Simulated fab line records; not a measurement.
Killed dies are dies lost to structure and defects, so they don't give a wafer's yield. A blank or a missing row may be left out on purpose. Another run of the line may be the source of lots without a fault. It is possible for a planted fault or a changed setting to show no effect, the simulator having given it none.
fab line records ; flow sky130
[record] lots = 13; wafers = 39; last_day = 50
route steps=708 shown LDD_LDN@293 METAL1@440 VIA1@480 METAL2@500 PAD_OPEN@708
lots that met no fault: taken from a fault-free run of the same line
start_h: start of the lot's first displayed wafer, in hours after the record's first day ; wait_h: hours elapsed since this lot's preceding step ; " repeats the value in the row above ; L1.1+2: several wafers, shown together as one row ; - either no value or no given start ; * or withheld: withheld ; < > ~ a bound
route shown NAME@n: a module of which the file shows steps, and the number in the route of the first ; usual: the fault-free wafers' mean and standard deviation ; same: alike in all rows ; chamber/n: place in a boat ; sites: the reading at each site ; _std_site: standard deviation of those values ; _edge_site: outer sites' mean less inner sites' ; radius_mm: how far each site lies from the wafer's centre ; mask NAME#n: copy n ; behind: tool/chamber where the wafer was last shaped ; hold: why the lot was held/for how many hours/how that ended ; device: the transistor (n, p or np) that didn't switch ; end of line: tests of these same wafers at the route's end ; step lacking rows: just its recipe ; killed: dies lost to structure and defects at the first sort, not the wafer's yield ; map: per-die view of a wafer (x killed, . not killed, _ where there is no die)
set.NAME: the run value of the setting; set.NAME@STEP: its run value at that earlier step ; model.NAME: the simulator's own value behind a step, which no gauge read
a sample of lots followed through the steps of the route, with each step as a table and each wafer as a row
services: from which hour (start_h, from the record's first day; less than 0 if before it) a tool's chamber was out of use, for how many hours, and why
[[steps]]
[step SKY_LDD_LDN_EXPOSE_04]
[recipe] mask_id = LDNTM; na = 0.6; source_shape = conventional; sigma_outer = 0.6; polarization = unpolarized; target_cd_nm = 700; dose_mj = 140
[usual] stage_vel_mm_s = 500.03/0.24
lot.wafer;tool;chamber;start_h;wait_h;mask;stage_vel_mm_s
L735.1;iline_stepper-01;0;498.62;-;LDNTM#0;500.05
L735.5;iline_stepper-01;0;498.62;-;LDNTM#0;499.88
L735.6;iline_stepper-01;0;498.62;-;LDNTM#0;500.14
L737.3;iline_stepper-01;0;515.68;-;LDNTM#0;500.01
L737.4;iline_stepper-01;0;515.68;-;LDNTM#0;500.00
L737.5;iline_stepper-01;0;515.68;-;LDNTM#0;500.44
L740.1;iline_stepper-02;0;536.06;-;LDNTM#0;499.35
L740.2;iline_stepper-02;0;536.06;-;LDNTM#0;499.76
L740.5;iline_stepper-02;0;536.06;-;LDNTM#0;500.01
L741.3;iline_stepper-01;0;546.40;-;LDNTM#0;499.69
L741.4;iline_stepper-01;0;546.40;-;LDNTM#0;499.42
L741.5;iline_stepper-01;0;546.40;-;LDNTM#0;500.39
L742.1;iline_stepper-01;0;572.11;-;LDNTM#0;499.98
L742.3;iline_stepper-01;0;572.11;-;LDNTM#0;500.15
L742.6;iline_stepper-01;0;572.11;-;LDNTM#0;500.34
L744.2;iline_stepper-02;0;581.26;-;LDNTM#0;499.96
L744.4;iline_stepper-02;0;581.26;-;LDNTM#0;499.99
L744.6;iline_stepper-02;0;581.26;-;LDNTM#0;500.15
L750.2;iline_stepper-01;0;643.59;-;LDNTM_R1#0;499.95
L750.5;iline_stepper-01;0;643.59;-;LDNTM_R1#0;499.94
L750.6;iline_stepper-01;0;643.59;-;LDNTM_R1#0;500.26
L753.2;iline_stepper-02;0;648.95;-;LDNTM#0;499.85
L753.4;iline_stepper-02;0;648.95;-;LDNTM#0;500.00
L753.5;iline_stepper-02;0;648.95;-;LDNTM#0;499.75
L754.1;iline_stepper-02;0;656.31;-;LDNTM#0;499.97
L754.2;iline_stepper-02;0;656.31;-;LDNTM#0;499.58
L754.4;iline_stepper-02;0;656.31;-;LDNTM#0;499.80
L755.1;iline_stepper-01;0;663.69;-;LDNTM#0;500.48
L755.2;iline_stepper-01;0;663.69;-;LDNTM#0;499.99
L755.6;iline_stepper-01;0;663.69;-;LDNTM#0;499.99
L756.1;iline_stepper-02;0;676.68;-;LDNTM#0;499.94
L756.2;iline_stepper-02;0;676.68;-;LDNTM#0;499.90
L756.3;iline_stepper-02;0;676.68;-;LDNTM#0;499.85
L757.1;iline_stepper-02;0;684.91;-;LDNTM#0;500.72
L757.2;iline_stepper-02;0;684.91;-;LDNTM#0;500.13
L757.5;iline_stepper-02;0;684.91;-;LDNTM#0;500.45
L758.1;iline_stepper-01;0;693.14;-;LDNTM#0;500.19
L758.5;iline_stepper-01;0;693.14;-;LDNTM#0;500.18
L758.6;iline_stepper-01;0;693.14;-;LDNTM#0;500.15
[step SKY_METAL1_THK_MEAS_06]
[recipe] thk_meas_gauge = xrf; reads = AlCu_of_METAL1_SPUTTER_02
[usual] METAL1_ALCU_THK = 250/3.6
lot.wafer;tool;chamber;start_h;wait_h;METAL1_ALCU_THK[nm]
L735.1;film_metro-03;-;734.20;0.1;247
L735.5;film_metro-03;-;734.20;0.1;248
L735.6;film_metro-03;-;734.20;0.1;256
L737.3;film_metro-03;-;744.63;0.1;255
L737.4;film_metro-03;-;744.63;0.1;251
L737.5;film_metro-03;-;744.63;0.1;253
L740.1;film_metro-03;-;765.81;0.1;251
L740.2;film_metro-03;-;765.81;0.1;252
L740.5;film_metro-03;-;765.81;0.1;253
L741.3;film_metro-02;-;773.95;0.1;245
L741.4;film_metro-02;-;773.95;0.1;245
L741.5;film_metro-02;-;773.95;0.1;245
L742.1;film_metro-03;-;797.53;0.1;254
L742.3;film_metro-03;-;797.53;0.1;256
L742.6;film_metro-03;-;797.53;0.1;255
L744.2;film_metro-02;-;805.18;0.1;251
L744.4;film_metro-02;-;805.18;0.1;243
L744.6;film_metro-02;-;805.18;0.1;246
L750.2;film_metro-03;-;859.60;0.1;256
L750.5;film_metro-03;-;859.60;0.1;258
L750.6;film_metro-03;-;859.60;0.1;250
L753.2;film_metro-02;-;862.32;0.1;249
L753.4;film_metro-02;-;862.32;0.1;249
L753.5;film_metro-02;-;862.32;0.1;250
L754.1;film_metro-04;-;871.74;0.1;245
L754.2;film_metro-04;-;871.74;0.1;251
L754.4;film_metro-04;-;871.74;0.1;249
L755.1;film_metro-03;-;877.58;0.1;251
L755.2;film_metro-03;-;877.58;0.1;248
L755.6;film_metro-03;-;877.58;0.1;254
L756.1;film_metro-02;-;887.86;0.1;250
L756.2;film_metro-02;-;887.86;0.1;250
L756.3;film_metro-02;-;887.86;0.1;246
L757.1;film_metro-04;-;898.27;0.1;251
L757.2;film_metro-04;-;898.27;0.1;252
L757.5;film_metro-04;-;898.27;0.1;252
L758.1;film_metro-03;-;902.14;0.1;258
L758.5;film_metro-03;-;902.14;0.1;252
L758.6;film_metro-03;-;902.14;0.1;255
[step SKY_VIA1_RS_MEAS_22]
[recipe] thk_meas_gauge = four-point-probe; reads = W_of_VIA1_CVD_21+TiN_of_VIA1_SPUTTER_20
[usual] VIA1_W_RS = 0.428/0.0043
lot.wafer;tool;chamber;start_h;wait_h;VIA1_W_RS[ohm/sq]
L735.1;film_metro-01;-;792.35;0.1;0.424
L735.5;film_metro-01;-;792.35;0.1;0.425
L735.6;film_metro-01;-;792.35;0.1;0.431
L737.3;film_metro-04;-;801.32;0.1;0.432
L737.4;film_metro-04;-;801.32;0.1;0.434
L737.5;film_metro-04;-;801.32;0.1;0.433
L740.1;film_metro-01;-;822.89;0.1;0.425
L740.2;film_metro-01;-;822.89;0.1;0.428
L740.5;film_metro-01;-;822.89;0.1;0.424
L741.3;film_metro-04;-;829.91;0.1;0.424
L741.4;film_metro-04;-;829.91;0.1;0.430
L741.5;film_metro-04;-;829.91;0.1;0.430
L742.1;film_metro-01;-;852.74;0.1;0.430
L742.3;film_metro-01;-;852.74;0.1;0.427
L742.6;film_metro-01;-;852.74;0.1;0.430
L744.2;film_metro-02;-;859.51;0.1;0.427
L744.4;film_metro-02;-;859.51;0.1;0.431
L744.6;film_metro-02;-;859.51;0.1;0.428
L750.2;film_metro-04;-;912.46;0.1;0.428
L750.5;film_metro-04;-;912.46;0.1;0.426
L750.6;film_metro-04;-;912.46;0.1;0.431
L753.2;film_metro-02;-;916.12;0.1;0.430
L753.4;film_metro-02;-;916.12;0.1;0.423
L753.5;film_metro-02;-;916.12;0.1;0.425
L754.1;film_metro-04;-;924.67;0.1;0.418
L754.2;film_metro-04;-;924.67;0.1;0.421
L754.4;film_metro-04;-;924.67;0.1;0.422
L755.1;film_metro-04;-;929.86;0.1;0.422
L755.2;film_metro-04;-;929.86;0.1;0.428
L755.6;film_metro-04;-;929.86;0.1;0.428
L756.1;film_metro-02;-;939.36;0.1;0.425
L756.2;film_metro-02;-;939.36;0.1;0.429
L756.3;film_metro-02;-;939.36;0.1;0.432
L757.1;film_metro-02;-;949.29;0.1;0.431
L757.2;film_metro-02;-;949.29;0.1;0.434
L757.5;film_metro-02;-;949.29;0.1;0.431
L758.1;film_metro-01;-;953.85;0.1;0.427
L758.5;film_metro-01;-;953.85;0.1;0.426
L758.6;film_metro-01;-;953.85;0.1;0.432
[step SKY_METAL2_DESCUM_17]
[recipe] chemistry = O2; source_power_w = 150; bias_power_w = 0; pressure_mtorr = 10; temp_c = 40; time_s = 8
[usual] drypump_motor_current_A = 5.9/0.34; oes_product_au = 1.003/0.0092
[same] bias_power_w = 0; time_s = 8
lot.wafer;tool;chamber;start_h;wait_h;drypump_motor_current_A;oes_product_au;rf_hours_counter_h
L735.1;rie_metal-01;0;818.94;0.0;5.7;1.012;11
L735.5;rie_metal-01;0;818.94;0.0;5.8;1.002;-
L735.6;rie_metal-01;1;818.94;0.0;5.6;1.000;-
L737.3;rie_metal-03;1;827.69;0.0;5.6;1.004;-
L737.4;rie_metal-03;0;827.69;0.0;5.6;1.009;-
L737.5;rie_metal-03;1;827.69;0.0;5.6;1.008;-
L740.1;rie_metal-01;0;849.78;0.0;5.8;1.015;13
L740.2;rie_metal-01;1;849.78;0.0;5.6;1.002;14
L740.5;rie_metal-01;0;849.78;0.0;5.8;1.011;-
L741.3;rie_metal-01;1;857.05;0.0;5.6;1.001;-
L741.4;rie_metal-01;0;857.05;0.0;5.8;0.999;-
L741.5;rie_metal-01;0;857.05;0.0;5.7;1.007;-
L742.1;rie_metal-01;1;879.48;0.0;5.6;1.012;15
L742.3;rie_metal-01;0;879.48;0.0;5.7;1.014;-
L742.6;rie_metal-01;1;879.48;0.0;5.6;1.004;-
L744.2;rie_metal-02;1;885.87;0.0;6.4;0.984;19
L744.4;rie_metal-02;0;885.87;0.0;6.3;0.994;-
L744.6;rie_metal-02;1;885.87;0.0;6.4;0.995;-
L750.2;rie_metal-03;1;938.13;0.0;5.6;1.003;-
L750.5;rie_metal-03;1;938.13;0.0;5.6;1.010;-
L750.6;rie_metal-03;1;938.13;0.0;5.6;1.004;-
L753.2;rie_metal-03;1;941.20;0.0;5.6;1.001;-
L753.4;rie_metal-03;1;941.20;0.0;5.6;1.003;-
L753.5;rie_metal-03;1;941.20;0.0;5.6;1.000;-
L754.1;rie_metal-02;1;950.07;0.0;6.4;1.004;0
L754.2;rie_metal-02;0;950.07;0.0;6.3;0.987;5
L754.4;rie_metal-02;0;950.07;0.0;6.4;0.997;-
L755.1;rie_metal-03;0;955.67;0.0;5.6;1.005;0
L755.2;rie_metal-03;1;955.67;0.0;5.6;1.012;11
L755.6;rie_metal-03;1;955.67;0.0;5.6;1.003;-
L756.1;rie_metal-03;0;964.29;0.0;5.7;1.006;1
L756.2;rie_metal-03;1;964.29;0.0;5.6;1.019;12
L756.3;rie_metal-03;0;964.29;0.0;5.7;1.006;-
L757.1;rie_metal-01;0;973.73;0.0;5.8;0.999;19
L757.2;rie_metal-01;1;973.73;0.0;5.6;0.994;1
L757.5;rie_metal-01;1;973.73;0.0;5.6;0.995;-
L758.1;rie_metal-02;0;978.42;0.0;6.4;1.013;7
L758.5;rie_metal-02;0;978.42;0.0;6.4;1.016;-
L758.6;rie_metal-02;0;978.42;0.0;6.4;1.011;-
[step SKY_PAD_OPEN_PROBE_99]
[usual] killed_at_M0_to_M3 = 44/7.1; killed_at_M4_up = 3.3/1.8; killed_at_contacts = 24/5.1; killed_at_front_end = 16/4.7; killed_at_other = 0.3/0.52; killed_dies = 87/9.7; killed_open = 47/6.8; killed_short = 39/6.7
[same] gross_dies = 492; killed_at_back_side = 0
lot.wafer;tool;chamber;start_h;wait_h;killed_at_M0_to_M3;killed_at_M4_up;killed_at_contacts;killed_at_front_end;killed_at_other;killed_dies;killed_open;killed_short
L750.2;prober-02;-;1166.39;0.1;44;8;18;19;0;89;47;40
// killed by level:class
L750.2 VIA1:geometric_particle:open=11 LI_CONTACT:geometric_particle:open=7 VIA3:geometric_particle:open=7 CONTACT:geometric_particle:open=6 METAL2:geometric_particle:short=6 METAL4:geometric_particle:short=6 POLY_GATE:geometric_particle:short=5 POLY_GATE:geometric_particle:open=5
[[services]]
tool;chamber;start_h;hours;kind
iline_stepper-02;-;481.19;4.4;pm
rie_metal-01;-;483.22;0.9;repair
rie_metal-02;-;490.24;1.8;repair
iline_stepper-01;-;522.50;1.7;pm
iline_stepper-02;-;581.40;1.7;pm
iline_stepper-02;-;588.17;3.9;repair
iline_stepper-01;0;589.10;-;calibration
iline_stepper-01;-;604.78;4.4;pm
iline_stepper-01;-;622.15;0.9;repair
iline_stepper-02;-;623.04;4.3;pm
rie_metal-01;-;665.93;0.2;repair
rie_metal-01;1;712.33;3.0;repair
rie_metal-03;0;723.10;4.6;repair
iline_stepper-01;-;740.61;1.7;pm
iline_stepper-02;-;750.95;1.5;repair
iline_stepper-02;-;799.58;1.7;pm
iline_stepper-01;0;801.42;-;calibration
iline_stepper-02;-;808.07;1.5;repair
rie_metal-02;-;892.69;0.2;repair
rie_metal-02;-;902.49;0.6;repair
iline_stepper-02;-;932.64;2.1;pm
iline_stepper-02;-;945.46;1.0;repair
iline_stepper-01;-;958.79;1.7;pm
rie_metal-02;1;968.94;18.1;repair
[[key]]
[first_sign] step = SKY_LDD_LDN_EXPOSE_04; reading = mask; direction = changed
effect none on later readings
met_at SKY_LDD_LDN_EXPOSE_04
struck_lots L750
tester_left_out L750
not_acting_at SKY_METAL1_THK_MEAS_06,SKY_VIA1_RS_MEAS_22,SKY_METAL2_DESCUM_17
onset_between 572.11 643.59
[fault] kind = wrong_mask; tool = any; chamber = -; onset_h = 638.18; steps = SKY_LDD_LDN_EXPOSE_04; aux_copy = LDNTM_R1#0; cd_offset_nm = 49; scope = struck_lots_only
// tester_left_out: of these lots the tester's yield and bins aren't shown, on N5 and GAA mostly nor the transistor test; their killed dies are dies lost to structure and defects alone, not to doping, threshold or leakage, so they don't give the yield
